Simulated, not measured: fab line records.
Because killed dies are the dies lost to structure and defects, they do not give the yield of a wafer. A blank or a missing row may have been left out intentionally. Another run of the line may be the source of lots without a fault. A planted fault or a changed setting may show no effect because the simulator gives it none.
Matching of chambers | flow gf180mcu | rieDiel-01 running GF_V2_ETCH_16: 4 sister chambers
The step etches BARC in N2/H2. 4 wafers are shown with their chamber, then 9 later ones without.

EACH WAFER AND ITS CHAMBER
wafer  | chamber | rfFwdPowerW (W)
L080.2 | 0       | 496.2
L081.2 | 3       | 500.3
L083.4 | 2       | 494.9
L083.6 | 1       | 493.0

WAFERS WITH NO CHAMBER GIVEN
wafer  | rfFwdPowerW (W)
L091.1 | 498.2
L091.4 | 497.0
L091.5 | 492.9
L096.1 | 492.1
L096.4 | 495.2
L096.6 | 495.6
L097.4 | 493.3
L097.5 | 494.9
L097.6 | 493.1

THE CHAMBER EACH PASSED THROUGH
wafer  | from the rows above          | in truth
L091.1 | can't be placed: 0 or 3 or 2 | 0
L091.4 | can't be placed: 0 or 2      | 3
L091.5 | 1                            | 1
L096.1 | 1                            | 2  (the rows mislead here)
L096.4 | can't be placed: 2 or 0      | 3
L096.6 | can't be placed: 0 or 2      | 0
L097.4 | can't be placed: 1 or 2      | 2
L097.5 | can't be placed: 2 or 0      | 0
L097.6 | 1                            | 1
Correct placement for 2 of the 9. Not placeable from these rows: 6 (in 4, the candidates include the true chamber). 1 placed wrongly.
How it was worked out, from the rows above alone: a wafer's distance from a chamber is the root of the sum, over the readings, of the square of ((its reading less the chamber's mean) divided by the reading's scatter). If the next closest chamber is less than 2 further off than the closest, the wafer can't be placed; otherwise it belongs to the closest. A chamber's mean is the mean of its shown wafers. The scatter: with one shown wafer a chamber, the root of the mean of the squares of how far each hidden wafer lies from its nearest shown one.
